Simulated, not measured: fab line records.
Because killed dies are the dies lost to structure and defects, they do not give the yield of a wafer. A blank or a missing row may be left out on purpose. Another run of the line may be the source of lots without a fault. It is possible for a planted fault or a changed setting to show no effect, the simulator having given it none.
A single fault, viewed from 2 desks | flow gf180mcu | what lay behind the numbers comes last; until then each desk has only its own

## THE METROLOGY DESK
Means of the sampled wafers that have a number, per lot and without regard to the tool the lot ran on: this is what the gauges read. Marked OUT: a lot whose mean sits more than 4 standard deviations from the usual mean, which makes it out of limits; the brackets give that distance.
Columns: A = HV_LDD_RS at GF_HV_LDD_RS_MEAS_53, usual 418.3 ohm/sq; B = V2_OVL at GF_V2_OVL_MEAS_15, usual -1 nm
lot  | first seen here | A                | B
L967 | day 13 06:11    | 417.8            | -1
L968 | day 13 19:50    | 418.9            | 2
L969 | day 13 23:25    | 419.2            | 0
L970 | day 14 03:50    | 418.2            | -9
L971 | day 14 08:44    | 418.1            | 1
L972 | day 14 13:34    | 418.8            | -1
L974 | day 15 08:27    | 418.1            | -1
L977 | day 16 10:07    | 414.4 (-4.8) OUT | -1
L978 | day 16 19:14    | 414.7 (-4.5) OUT | -2
L979 | day 17 01:10    | 414.1 (-5.3) OUT | 1
L986 | day 19 18:29    | 417.9            | 3
L987 | day 19 21:35    | 418.3            | -6
L988 | day 20 04:23    | 418.3            | -4
This desk reports L977, L978, L979 out of limits; the earliest was L977 at day 16 10:07 (HV_LDD_RS at GF_HV_LDD_RS_MEAS_53). L967, L968, L969, L970, L971, L972, L974, L986, L987, L988 stayed within limits.

## AT THE TOOL OWNER'S DESK: rtp-anneal-02
The tool's own readings at GF_HV_LDD_RTA_52 (time 10 s): means of the sampled wafers that have a number, for each lot that ran on this tool. Marked OUT: a lot whose mean sits more than 4 standard deviations from the usual mean, which makes it out of limits; the brackets give that distance.
Columns: A = lamp-power-pct at GF_HV_LDD_RTA_52, usual 36 %; B = wafer_temp_C_max at GF_HV_LDD_RTA_52, usual 1004.2
lot  | first seen here | A  | B
L969 | day 13 23:20    | 34 | 1004.4
L970 | day 14 03:45    | 33 | 1004.7
L974 | day 15 08:23    | 34 | 1005.2
L977 | day 16 10:03    | 24 | 872.2 (-99 or more) OUT
L978 | day 16 19:10    | 24 | 872.2 (-99 or more) OUT
L979 | day 17 01:05    | 24 | 871.6 (-99 or more) OUT
L986 | day 19 18:24    | 34 | 1003.9
L987 | day 19 21:31    | 34 | 1005.5
This desk's finding: out of limits on L977, L978, L979; first on L977, day 16 10:03 (wafer_temp_C_max at GF_HV_LDD_RTA_52). L969, L970, L974, L986, L987 stayed within limits.

## PUT TOGETHER
On L977, L978, L979, at day 16 10:03, an alarm was possible from the tool owner's desk.
Metrology desk: alarm possible at day 16 10:07 on L977, L978, L979.
Of the lots named, all ran GF_HV_LDD_RTA_52 on rtp-anneal-02.

## WHAT THE SIMULATOR PUT IN
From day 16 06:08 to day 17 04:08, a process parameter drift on rtp-anneal-02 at GF_HV_LDD_RTA_52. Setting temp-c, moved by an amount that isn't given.
Struck lots among those shown: L977, L978, L979.
Counting hours from when the fault started, the first reading out of limits came at 4 for the tool owner's desk and at 4 for the metrology desk.
